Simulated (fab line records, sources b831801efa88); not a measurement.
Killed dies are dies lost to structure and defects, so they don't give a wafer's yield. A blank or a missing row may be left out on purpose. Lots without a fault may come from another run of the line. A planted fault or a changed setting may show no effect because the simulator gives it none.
Chamber matching | flow gf180mcu | GF_V5_ETCH_16 on rie_diel-01: 4 sister chambers
The step etches BARC in N2/H2. 4 wafers are shown with their chamber, then 7 later ones without.

WAFERS WITH THEIR CHAMBER
wafer  | chamber | drypump_motor_current_A (A)
L401.5 | 2       | 5.9
L408.6 | 1       | 6.3
L410.1 | 3       | 6.3
L410.2 | 0       | 6.6

WAFERS WITHOUT THEIR CHAMBER
wafer  | drypump_motor_current_A (A)
L410.3 | 5.9
L411.2 | 6.6
L411.4 | 6.3
L411.5 | 6.2
L418.1 | 6.2
L418.3 | 6.3
L418.6 | 6.3

WHICH CHAMBER EACH WENT THROUGH
wafer  | from the rows above     | in truth
L410.3 | 2                       | 2
L411.2 | 0                       | 0
L411.4 | can't be placed: 1 or 3 | 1
L411.5 | can't be placed: 1 or 3 | 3
L418.1 | can't be placed: 1 or 3 | 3
L418.3 | can't be placed: 1 or 3 | 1
L418.6 | can't be placed: 1 or 3 | 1
Placed correctly: 2 of 7. Can't be placed from these rows: 5 (the true chamber is among the candidates in 5). Placed wrongly: 0.
How it was worked out, from the rows above alone: a wafer's distance from a chamber is the root of the sum, over the readings, of the square of ((its reading less the chamber's mean) divided by the reading's scatter). The wafer belongs to the nearest chamber; if the next one is less than 2 further off, it can't be placed. A chamber's mean is the mean of its shown wafers. The scatter: with one shown wafer a chamber, the root of the mean of the squares of how far each hidden wafer lies from its nearest shown one.
